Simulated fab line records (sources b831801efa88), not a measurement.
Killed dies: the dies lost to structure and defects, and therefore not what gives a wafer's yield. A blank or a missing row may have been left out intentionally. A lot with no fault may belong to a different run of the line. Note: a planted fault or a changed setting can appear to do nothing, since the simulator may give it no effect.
Chamber matching | flow gf180mcu | GF_CONTACT_CMP_04 on cmp-01: 4 sister chambers
The step polishes SiO2. 8 wafers are shown with their chamber, then 8 later ones without.

WAFERS WITH THEIR CHAMBER
wafer  | chamber | motorCurrentA (A) | timeToEndpointS (s)
L152.1 | 1       | 11.1              | 106
L152.4 | 0       | 12.9              | 113
L154.3 | 2       | 13.5              | 105
L156.3 | 1       | 10.8              | 108
L159.2 | 0       | 12.8              | 107
L159.3 | 3       | 11.0              | 106
L159.6 | 3       | 10.5              | 105
L163.1 | 2       | 13.7              | 105

WAFERS WHOSE CHAMBER IS MISSING
wafer  | motorCurrentA (A) | timeToEndpointS (s)
L163.2 | 12.3              | 106
L163.3 | 11.1              | 102
L164.4 | 12.9              | 107
L164.5 | 12.9              | 112
L164.6 | 11.2              | 111
L169.3 | 10.5              | 107
L169.4 | 14.2              | 109
L169.6 | 10.8              | 109

THE CHAMBER EACH PASSED THROUGH
wafer  | from the rows above     | in truth
L163.2 | 0                       | 0
L163.3 | can't be placed: 3 or 1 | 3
L164.4 | can't be placed: 0 or 2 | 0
L164.5 | 0                       | 0
L164.6 | can't be placed: 1 or 3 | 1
L169.3 | can't be placed: 3 or 1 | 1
L169.4 | 2                       | 2
L169.6 | can't be placed: 1 or 3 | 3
3 of 8 placed correctly. From these rows, 5 cannot be placed; in 5 the true chamber is one of the candidates. Wrongly placed: 0.
How it was worked out, from the rows above alone: a wafer's distance from a chamber is the root of the sum, over the readings, of the square of ((its reading less the chamber's mean) divided by the reading's scatter). The wafer belongs to the nearest chamber; if the next one is less than 2 further off, it can't be placed. For every chamber, the mean is computed from those of its wafers that are shown. The scatter: the root of (the sum of the squares of (reading less its chamber's mean) over the shown wafers, divided by (wafers less chambers)).
